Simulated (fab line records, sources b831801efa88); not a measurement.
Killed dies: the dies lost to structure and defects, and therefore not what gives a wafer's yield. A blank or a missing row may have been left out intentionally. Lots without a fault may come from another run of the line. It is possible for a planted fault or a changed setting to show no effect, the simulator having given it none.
Which tool was responsible? | flow sky130 | Sampling: 14 lots, 42 wafers, 4 of 708 route steps

== WHAT EACH GAUGE READ, for each wafer ==
Not one reading of a measure or inspect step in the record can be checked against a usual standard deviation.

== WHAT TOOL EACH LOT RAN ON (gives the tool, then ch and the chambers of the sampled wafers, and finally the start) ==
lot  | SKY_METAL2_DESCUM_17              | SKY_VIA2_CMP_02               | SKY_METAL3_ETCH_17                 | SKY_VIA3_ETCH_14
L674 | rie metal-02 ch 1, day 36 10:28   | cmp-01 ch 1,2, day 36 11:37   | rie diel-03 ch 0,1,3, day 39 18:23 | rie diel-02 ch 0,1, day 40 20:44
L675 | rie metal-03 ch 1, day 36 13:05   | cmp-01 ch 0,1,2, day 36 14:13 | rie diel-03 ch 0,1,2, day 39 20:22 | rie diel-04 ch 0,2, day 40 22:29
L676 | rie metal-02 ch 0,1, day 36 21:49 | cmp-01 ch 1,3, day 36 23:04   | rie diel-01 ch 2,3, day 40 05:26   | rie diel-04 ch 0,1,3, day 41 07:31
L677 | rie metal-04 ch 1, day 37 06:52   | cmp-02 ch 0,1,2, day 37 08:02 | rie diel-03 ch 0,2,3, day 40 14:29 | rie diel-02 ch 0,2,3, day 41 16:10
L679 | rie metal-04 ch 1, day 37 16:46   | cmp-02 ch 0,1,2, day 37 18:01 | rie diel-01 ch 0,1,3, day 40 23:00 | rie diel-04 ch 1,2, day 41 23:37
L680 | rie metal-04 ch 0,1, day 38 00:17 | cmp-02 ch 0,1, day 38 01:17   | rie diel-01 ch 1,2,3, day 41 07:17 | rie diel-03 ch 0,1,2, day 42 07:38
L683 | rie metal-04 ch 0,1, day 38 23:05 | cmp-01 ch 0,2, day 39 00:11   | rie diel-04 ch 0,1, day 42 04:30   | -
L684 | rie metal-03 ch 0,1, day 39 03:35 | cmp-02 ch 0,1,3, day 39 05:49 | rie diel-04 ch 0,2,3, day 42 07:54 | -
L685 | rie metal-03 ch 0,1, day 39 17:10 | cmp-02 ch 0,1,2, day 39 18:08 | rie diel-04 ch 0,1,3, day 42 20:56 | rie diel-03 ch 0,1,3, day 43 22:05
L690 | rie metal-04 ch 0,1, day 40 23:13 | cmp-01 ch 0,1,3, day 41 00:11 | rie diel-04 ch 0,1,2, day 44 01:54 | rie diel-03 ch 0,1,2, day 45 01:37
L691 | rie metal-04 ch 0,1, day 41 06:56 | cmp-02 ch 0,1,3, day 41 07:54 | rie diel-04 ch 0,1,2, day 44 09:03 | rie diel-04 ch 0,1,3, day 45 09:02
L692 | rie metal-03 ch 0,1, day 41 17:37 | cmp-02 ch 0,2,3, day 41 18:35 | rie diel-01 ch 0,1,2, day 44 20:02 | rie diel-04 ch 1,2,3, day 45 19:13
L693 | rie metal-03 ch 0,1, day 41 20:14 | cmp-02 ch 1,2,3, day 41 21:14 | rie diel-03 ch 0,1,3, day 44 21:53 | rie diel-04 ch 0,1,2, day 45 20:32
L694 | rie metal-03 ch 0, day 42 10:49   | cmp-02 ch 1,2,3, day 42 11:47 | rie diel-03 ch 0,2,3, day 45 10:59 | rie diel-03 ch 1,2,3, day 46 09:04
- SKY_METAL2_DESCUM_17: chemistry O2, time 8 s.
- SKY_VIA2_CMP_02: polishes SiO2.
- SKY_METAL3_ETCH_17: etches SiO2 in C4F8/O2/Ar, stops on TiN, time 3.9 s, target depth 15 nm.
- SKY_VIA3_ETCH_14: etches BARC in N2/H2, stops on SiO2, time 45.9 s, target depth 60 nm.

== WHAT THE TOOLS THEMSELVES READ (means of the sampled wafers that have a number; where no wafer has one, the mark that the record gives instead) ==
SKY_METAL2_DESCUM_17. Usual: drypump motor current A 5.7 A, standard deviation 0.45; oes product au 1.002 a.u., standard deviation 0.0094; rf fwd power W 147.3 W, standard deviation 0.62; temp c 40.01 C, standard deviation 0.11.
lot  | tool         | drypump motor current A (A) | oes product au (a.u.) | rf fwd power W (W) | temp c (C) | flag
L674 | rie metal-02 | 6.5                         | 0.991                 | 147.1              | 39.95      |
L675 | rie metal-03 | 5.1                         | 0.999                 | 146.8              | 40.02      |
L676 | rie metal-02 | 6.3                         | 0.994                 | 147.5              | 40.10      |
L677 | rie metal-04 | 5.4                         | 1.020                 | 147.4              | 39.95      |
L679 | rie metal-04 | 5.4                         | 1.006                 | 147.8              | 40.01      |
L680 | rie metal-04 | 5.5                         | 1.013                 | 147.9              | 40.01      |
L683 | rie metal-04 | 5.5                         | 1.010                 | 147.2              | 40.05      |
L684 | rie metal-03 | 5.6                         | 0.998                 | 147.5              | 40.13      |
L685 | rie metal-03 | 5.5                         | 1.014                 | 147.4              | 40.05      |
L690 | rie metal-04 | 5.7                         | 1.006                 | 147.5              | 39.91      |
L691 | rie metal-04 | 5.5                         | 1.004                 | 148.0              | 39.93      |
L692 | rie metal-03 | 5.3                         | 0.994                 | 147.2              | 39.80      |
L693 | rie metal-03 | 5.3                         | 1.001                 | 146.9              | 39.95      |
L694 | rie metal-03 | 5.7                         | 1.013                 | 147.7              | 40.15      |

SKY_VIA2_CMP_02. Usual: edge zone pressure frac 0.999, standard deviation 0.005; head pressure psi 4.002 psi, standard deviation 0.0083; motor current A 12.0 A, standard deviation 0.89; platen rpm 60.00 rpm, standard deviation 0.039.
lot  | tool   | edge zone pressure frac | head pressure psi (psi) | motor current A (A) | platen rpm (rpm) | flag
L674 | cmp-01 | 1.005                   | 4.005                   | 12.0                | 59.96            |
L675 | cmp-01 | 0.994                   | 3.994                   | 12.3                | 59.97            |
L676 | cmp-01 | 0.998                   | 3.996                   | 11.6                | 60.00            |
L677 | cmp-02 | 0.998                   | 4.001                   | 12.2                | 59.99            |
L679 | cmp-02 | 0.999                   | 4.000                   | 12.0                | 60.00            |
L680 | cmp-02 | 1.000                   | 3.999                   | 12.0                | 60.02            |
L683 | cmp-01 | 0.999                   | 4.005                   | 13.2                | 60.00            |
L684 | cmp-02 | 1.005                   | 4.008                   | 11.7                | 59.99            |
L685 | cmp-02 | 0.995                   | 4.002                   | 12.0                | 60.01            |
L690 | cmp-01 | 0.997                   | 3.998                   | 12.2                | 60.02            |
L691 | cmp-02 | 0.995                   | 4.002                   | 11.6                | 59.99            |
L692 | cmp-02 | 1.002                   | 3.996                   | 11.5                | 59.97            |
L693 | cmp-02 | 1.002                   | 3.995                   | 11.3                | 59.99            |
L694 | cmp-02 | 1.004                   | 4.002                   | 11.8                | 60.00            |

SKY_METAL3_ETCH_17. Usual: bias w 1200 W, standard deviation 3.5; chamber pressure mTorr 40.01 mTorr, standard deviation 0.037; oes product au 0.757 a.u., standard deviation 0.0073; rf fwd power W 1469 W, standard deviation 7.6.
lot  | tool        | bias w (W) | chamber pressure mTorr (mTorr) | oes product au (a.u.) | rf fwd power W (W) | flag
L674 | rie diel-03 | 1199       | 40.02                          | 0.757                 | 1471               |
L675 | rie diel-03 | 1200       | 39.96                          | 0.755                 | 1469               |
L676 | rie diel-01 | 1203       | 39.96                          | 0.753                 | 1466               |
L677 | rie diel-03 | 1198       | 40.03                          | 0.757                 | 1474               |
L679 | rie diel-01 | 1197       | 40.00                          | 0.756                 | 1473               |
L680 | rie diel-01 | 1199       | 40.00                          | 0.761                 | 1467               |
L683 | rie diel-04 | -          | -                              | -                     | -                  | OFF
L684 | rie diel-04 | -          | -                              | -                     | -                  | OFF
L685 | rie diel-04 | 1201       | 40.02                          | 0.754                 | 1463               |
L690 | rie diel-04 | 1197       | 39.99                          | 0.757                 | 1469               |
L691 | rie diel-04 | 1199       | 39.98                          | 0.761                 | 1466               |
L692 | rie diel-01 | 1199       | 40.02                          | 0.757                 | 1472               |
L693 | rie diel-03 | 1199       | 40.03                          | 0.764                 | 1472               |
L694 | rie diel-03 | 1202       | 39.99                          | 0.750                 | 1472               |

SKY_VIA3_ETCH_14. Usual: bias w 100.02 W, standard deviation 0.28; chamber pressure mTorr 29.998 mTorr, standard deviation 0.029; drypump motor current A 5.7 A, standard deviation 0.41; oes product au 0.854 a.u., standard deviation 0.0049; rf fwd power W 494.7 W, standard deviation 2.1; throttle valve pct 13.224 %, standard deviation 0.0092.
lot  | tool        | bias w (W) | chamber pressure mTorr (mTorr) | drypump motor current A (A) | oes product au (a.u.) | rf fwd power W (W) | throttle valve pct (%) | flag
L674 | rie diel-02 | 100.04     | 29.981                         | 5.9                         | 0.853                 | 493.5              | 13.229                 |
L675 | rie diel-04 | 100.09     | 30.003                         | 6.1                         | 0.856                 | 493.9              | 13.229                 |
L676 | rie diel-04 | 100.19     | 30.007                         | 5.6                         | 0.856                 | 493.9              | 13.233                 |
L677 | rie diel-02 | 99.86      | 29.987                         | 5.8                         | 0.853                 | 496.3              | 13.229                 |
L679 | rie diel-04 | 100.16     | 30.004                         | 5.4                         | 0.858                 | 493.1              | 13.234                 |
L680 | rie diel-03 | 100.22     | 30.021                         | 5.6                         | 0.850                 | 494.0              | 13.230                 |
L685 | rie diel-03 | 100.19     | 30.009                         | 5.5                         | 0.856                 | 494.6              | 13.231                 |
L690 | rie diel-03 | 100.20     | 29.960                         | 5.6                         | 0.853                 | 495.8              | 13.212                 |
L691 | rie diel-04 | 99.96      | 29.990                         | 5.6                         | 0.860                 | 493.5              | 13.223                 |
L692 | rie diel-04 | 100.09     | 29.998                         | 5.7                         | 0.854                 | 493.5              | 13.221                 |
L693 | rie diel-04 | 99.91      | 30.005                         | 5.7                         | 0.854                 | 494.9              | 13.219                 |
L694 | rie diel-03 | 99.97      | 30.000                         | 5.4                         | 0.855                 | 494.6              | 13.232                 |

== THE ANSWER, worked out from the rows above alone ==
Rule: a lot is off if the mean of its wafers that have a number lies more than 3 standard deviations from the usual mean. Also off: a lot with no number at a reading for which 4 or more lots have one. Any other lot the step has rows for is counted as sound. Order of review: gauges by route order, followed by the tools' own readings, for which a lot's mean as printed above is used. The first step at which some lot is off is used, and at that step the reading that is off furthest; a lot without a number counts as furthest.
Off, at SKY_METAL3_ETCH_17 on bias w: L683, L684. Without a number there: L683, L684.
A tool fits if, at that step or a process step before it, it ran every lot that is off, and no sound lot after the first of them. Of those tried, none fits.

== WHAT WAS PUT IN BY THE SIMULATOR ==
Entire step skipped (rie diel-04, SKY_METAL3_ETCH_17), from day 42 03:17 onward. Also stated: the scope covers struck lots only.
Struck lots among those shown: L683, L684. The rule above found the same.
